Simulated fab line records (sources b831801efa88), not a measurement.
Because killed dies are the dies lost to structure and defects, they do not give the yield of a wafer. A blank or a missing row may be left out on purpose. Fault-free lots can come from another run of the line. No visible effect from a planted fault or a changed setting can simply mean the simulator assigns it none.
Which tool is to blame? + flow gf180mcu + 6 lots (18 wafers sampled), 1 step of a 602-step route

## WHAT EACH GAUGE READ, for each wafer
GF_V5_RS_MEAS_24: uses a four-point probe to measure.
| lot  | measured     | on            | V5_W_RS (ohm/sq)  |
|------|--------------|---------------|-------------------|
| L863 | day 28 17:47 | film metro-04 | 0.322 0.326 0.326 |
| L865 | day 29 06:56 | film metro-01 | 0.325 0.317 0.327 |
| L867 | day 30 00:33 | film metro-04 | 0.324 0.310 0.311 |
| L874 | day 31 23:55 | film metro-01 | 0.316 0.323 0.323 |
| L876 | day 32 11:24 | film metro-01 | 0.322 0.317 0.323 |
| L881 | day 33 14:13 | film metro-01 | 0.326 0.329 0.329 |

## EACH LOT AND THE TOOL THAT RAN IT (in order: tool; ch and the chambers of the sampled wafers; start)
The record holds no process step before these readings.

## THE ANSWER, worked out from the rows above alone
Rule: the usual values come from the lots themselves. The widest of any qualifying gaps counts: lots, ordered by their means at a reading, are off when they make up no more than a third of the lots, leave a main group of 4 or more, and stand apart from it by 3 or more times the standard deviation of that group's means. A main group whose means are all the same, to the digits that the tables above print for the reading, isn't used. Also off: a lot with no number at a reading for which 4 or more lots have one. The other lots that the step has rows for count as sound.
None of the lots is off at any reading shown; this tells nothing.

## WHAT THE SIMULATOR HAD INSERTED
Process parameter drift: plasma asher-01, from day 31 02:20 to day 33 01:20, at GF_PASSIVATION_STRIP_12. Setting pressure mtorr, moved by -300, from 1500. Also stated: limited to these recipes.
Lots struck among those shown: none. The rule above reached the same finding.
